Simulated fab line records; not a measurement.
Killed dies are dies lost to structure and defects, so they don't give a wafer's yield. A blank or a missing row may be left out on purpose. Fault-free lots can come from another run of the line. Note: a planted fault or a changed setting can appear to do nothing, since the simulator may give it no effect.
Chamber matching -- flow sky130 -- SKY_CONTACT_CMP_04 on cmp-01 has 4 sister chambers
The step polishes SiO2. 8 wafers are shown with their chamber, then 12 later ones without.

WAFERS, EACH WITH ITS CHAMBER
wafer,chamber,motor current A (A),edge zone pressure frac
L080.3,1,14.7,1.004
L083.5,1,14.3,0.995
L086.1,2,12.7,1.001
L086.3,0,11.1,1.000
L086.4,3,9.8,1.003
L089.1,0,11.8,1.000
L089.3,3,10.1,1.011
L089.6,2,12.2,1.006

WAFERS WITH NO CHAMBER GIVEN
wafer,motor current A (A),edge zone pressure frac
L095.1,11.9,1.001
L095.2,10.1,1.001
L095.5,14.4,0.992
L094.3,10.2,0.996
L094.4,14.7,1.009
L094.5,12.7,1.004
L096.1,15.1,1.010
L096.3,9.3,1.001
L096.4,12.3,1.000
L097.1,10.2,0.995
L097.3,10.8,0.999
L097.4,12.4,0.998

CHAMBER TAKEN BY EACH
wafer,from the rows above,in truth
L095.1,can't be placed: 0 or 2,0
L095.2,3,3
L095.5,1,1
L094.3,can't be placed: 3 or 0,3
L094.4,1,1
L094.5,2,2
L096.1,1,1
L096.3,3,3
L096.4,can't be placed: 2 or 0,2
L097.1,can't be placed: 3 or 0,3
L097.3,can't be placed: 0 or 3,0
L097.4,can't be placed: 2 or 0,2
6 of 12 placed correctly. From these rows, 6 cannot be placed; in 6 the true chamber is one of the candidates. 0 placed wrongly.
How it was worked out, from the rows above alone: a wafer's distance from a chamber is the root of the sum, over the readings, of the square of ((its reading less the chamber's mean) divided by the reading's scatter). If the next closest chamber is less than 2 further off than the closest, the wafer can't be placed; otherwise it belongs to the closest. The mean given for a chamber averages the wafers shown for that chamber. The scatter is the square root of a quotient: the sum, over the shown wafers, of each reading's squared deviation from its chamber's mean, divided by wafers minus chambers.
